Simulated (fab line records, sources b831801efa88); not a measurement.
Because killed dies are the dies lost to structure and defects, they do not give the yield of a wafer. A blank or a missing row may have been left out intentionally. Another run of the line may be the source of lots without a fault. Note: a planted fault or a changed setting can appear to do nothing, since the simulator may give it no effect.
2 desks, one fault :: flow gf180mcu :: each desk holds nothing but its own numbers, with what lay behind them at the end

TOOL OWNER'S DESK, pvd-sputter-03
The tool's own readings at GF_M4_SPUTTER_02 (material AlCu, target thk 450 nm, time 23.9 s): means of the sampled wafers that have a number, for each lot that ran on this tool. A lot is out of limits, marked OUT, if its mean lies more than 4 standard deviations from the usual mean; the brackets give that distance.
Columns: A = throttle-valve-pct at GF_M4_SPUTTER_02, usual 30.1 %
lot: L333
first seen here: day 23 01:54
A: 30.2

lot: L335
first seen here: day 23 22:40
A: 29.6

lot: L338
first seen here: day 24 20:39
A: 29.7

lot: L350
first seen here: day 28 17:20
A: 30.4

lot: L353
first seen here: day 29 14:36
A: 31.3
This desk found nothing out of limits on any of the 5 lots.

FROM THE METROLOGY DESK
Lot by lot, what the gauges showed, no matter which tool ran the lot: averages of those sampled wafers that carry a number. A lot is out of limits, marked OUT, if its mean lies more than 4 standard deviations from the usual mean; the brackets give that distance.
Columns: A = PASSIVATION_CVD_02_THK at GF_PASSIVATION_THK_MEAS_03, usual 702 nm
lot: L331
first seen here: day 28 00:59
A: 702

lot: L332
first seen here: day 28 05:23
A: 702

lot: L333
first seen here: day 28 14:35
A: 699

lot: L334
first seen here: day 29 05:53
A: 704

lot: L335
first seen here: day 29 11:53
A: 697

lot: L338
first seen here: day 30 06:58
A: 703

lot: L345
first seen here: day 32 04:40
A: 700

lot: L349
first seen here: day 33 01:46
A: 698

lot: L350
first seen here: day 33 09:51
A: 696

lot: L351
first seen here: day 33 19:25
A: 702

lot: L352
first seen here: day 33 20:43
A: 710

lot: L353
first seen here: day 34 03:54
A: 708

lot: L354
first seen here: day 34 04:19
A: 693
This desk found nothing out of limits on any of the 13 lots.

TAKEN TOGETHER
The tool owner's desk saw nothing out of limits.
Metrology desk: nothing out of limits seen.

WHAT THE SIMULATOR HAD PUT IN
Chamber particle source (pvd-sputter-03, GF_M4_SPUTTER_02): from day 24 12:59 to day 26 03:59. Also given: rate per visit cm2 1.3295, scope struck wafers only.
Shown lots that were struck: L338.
